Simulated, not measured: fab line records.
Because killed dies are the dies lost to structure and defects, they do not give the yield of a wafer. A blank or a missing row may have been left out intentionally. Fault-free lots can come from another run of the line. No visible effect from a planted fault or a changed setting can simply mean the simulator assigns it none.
Comparing a struck lot with a sound one + flow sky130 + 35 out of 708 route steps
Sound: the wafers L425.1, L425.4, L425.5. Struck: wafer L436.4. (L436.1, L436.5 of the same lot were not struck and are left out.) The cause comes at the end.
At each step with rows: each side's tool, then ch and its chambers, then its first start. Under that, the readings that differ: sound wafers + struck wafers + difference of the means + sigmas: that difference in standard deviations of wafers without a fault.
alike: a reading whose means differ by less than 2 such deviations, as well as words and numbers matching on both sides. not compared: withheld readings; readings where some wafer has no value; bounds like >300 that might hide an equal value; numbers whose values overlap and for which the record gives no deviation.
Wherever a step has rows on one side only, a row that says differs or no value, or a row with sigmas, the two part there. When numbers do not overlap yet have no deviation, they are printed without sigmas and do not part them. A reading missing from all wafers of one side parts the sides only when that side holds two or more wafers.

first, 10 steps without rows for these wafers: SKY_VIA3_DEHYDRATE_04 (time 60 s); SKY_VIA3_HMDS_05 (prime time 60 s); SKY_VIA3_COAT_06 (resist thk 60 nm); SKY_VIA3_COAT_07 (resist thk 450 nm); SKY_VIA3_SOFTBAKE_08 (time 90 s); SKY_VIA3_EXPOSE_09 (exposes mask VIM3, target cd 200 nm); SKY_VIA3_PEB_10; SKY_VIA3_DEVELOP_11 (develop time 60 s); SKY_VIA3_ETCH_14 (etches BARC in N2/H2, stops on SiO2, time 45.9 s, target depth 60 nm); SKY_VIA3_ETCH_15 (etches SiO2 in C4F8/O2/Ar, stops on TiN, target depth 507 nm, time 78 s).
SKY_VIA3_STRIP_16: strips in O2/N2.
  sound on plasma asher-02 ch 0,1, day 40 00:05; struck on plasma asher-04 ch 1, day 43 12:35
  alike: drypump motor current A, n2 flow sccm, oes product au, strip time to endpoint s
  not compared: rf hours counter h
then, 23 steps without rows for these wafers: SKY_VIA3_STRIP_17 (strips in post etch residue remover, time 1200 s); SKY_VIA3_CLEAN_18 (cleans in IPA, time 180 s); SKY_VIA3_CLEAN_19 (cleans in O3/DIW); SKY_VIA3_SPUTTER_20 (material TiN, target thk 20 nm, time 80 s); SKY_VIA3_CVD_21 (deposits W, target thk 390 nm, time 117.31 s); SKY_VIA3_CMP_24 (polishes, stops on SiO2, t overpolish 20 s, target thk 0 nm); SKY_METAL4_SPUTTER_00 (material Ti, target thk 15 nm, time 10 s); SKY_METAL4_SPUTTER_01 (material TiN, target thk 20 nm, time 16.7 s); SKY_METAL4_SPUTTER_02 (material AlCu, target thk 735 nm, time 39.1 s); SKY_METAL4_SPUTTER_03 (material Ti, target thk 5 nm, time 3.3 s); SKY_METAL4_SPUTTER_04 (material TiN, target thk 70 nm, time 58.3 s); SKY_CAP2M_CVD_00 (deposits SiO2, target thk 15.5 nm); SKY_CAP2M_SPUTTER_02 (material TiN, target thk 200 nm, time 166.7 s); SKY_CAP2M_DEHYDRATE_05 (time 60 s); SKY_CAP2M_HMDS_06 (prime time 60 s); SKY_CAP2M_COAT_07 (resist thk 1140 nm); SKY_CAP2M_SOFTBAKE_08 (time 60 s); SKY_CAP2M_EXPOSE_09 (exposes mask CAP2M, target cd 1000 nm); SKY_CAP2M_PEB_10; SKY_CAP2M_DEVELOP_11 (develop time 60 s); SKY_CAP2M_METAL_ETCH_13 (etches TiN in Cl2/BCl3, stops on SiO2, target depth 220 nm, time 62.9 s); SKY_CAP2M_STRIP_14 (strips in O2/N2); SKY_CAP2M_STRIP_15 (strips in post etch residue remover, time 1200 s).
-- the record jumps here: 6 days lie between the struck wafers' starts before and after (it left off in module CAP2M and takes up again in module PAD_OPEN, whose first step shown is number 708 of the route) --
SKY_PAD_OPEN_PROBE_99:
  sound on prober-02, day 46 00:44; struck on prober-01, day 49 00:40
| reading                               | sound               | struck | difference | sigmas |
|---------------------------------------|---------------------|--------|------------|--------|
| killed_at_M0_to_M3                    | 27 48 46            | 72     | +32        | +4     |
| killed_at_M4_up                       | 4 5 4               | 0      | -4         | -2     |
| killed at front end                   | 18 24 23            | 13     | -9         | -2     |
| killed open                           | 46 61 49            | 30     | -22        | -3     |
| sort_bin_3_pad_short (%)              | 1.0 0.6 0.6         | 2.0    | +1.3       | +3     |
| model.etest.tester.sort n pass        | 411 389 397         | 386    | -13        |        |
| model.etest.tester.sort yield pct (%) | 83.54 79.06 80.69   | 78.46  | -2.64      |        |
| model.etest.tester.sort_bin_3_pct (%) | 1.016 0.6098 0.6098 | 2.033  | +1.288     |        |
  alike: defect limited yield, killed at contacts, killed at other, killed dies, killed short, sort_bin_5_function, sort_bin_6_memory, sort n pass, sort yield pct
  not compared: model.etest.tester.sort_bin_5_pct

WHERE THEY PART
At SKY_PAD_OPEN_PROBE_99 and nowhere else, as far as this record goes.

WHY: what the simulator had put in
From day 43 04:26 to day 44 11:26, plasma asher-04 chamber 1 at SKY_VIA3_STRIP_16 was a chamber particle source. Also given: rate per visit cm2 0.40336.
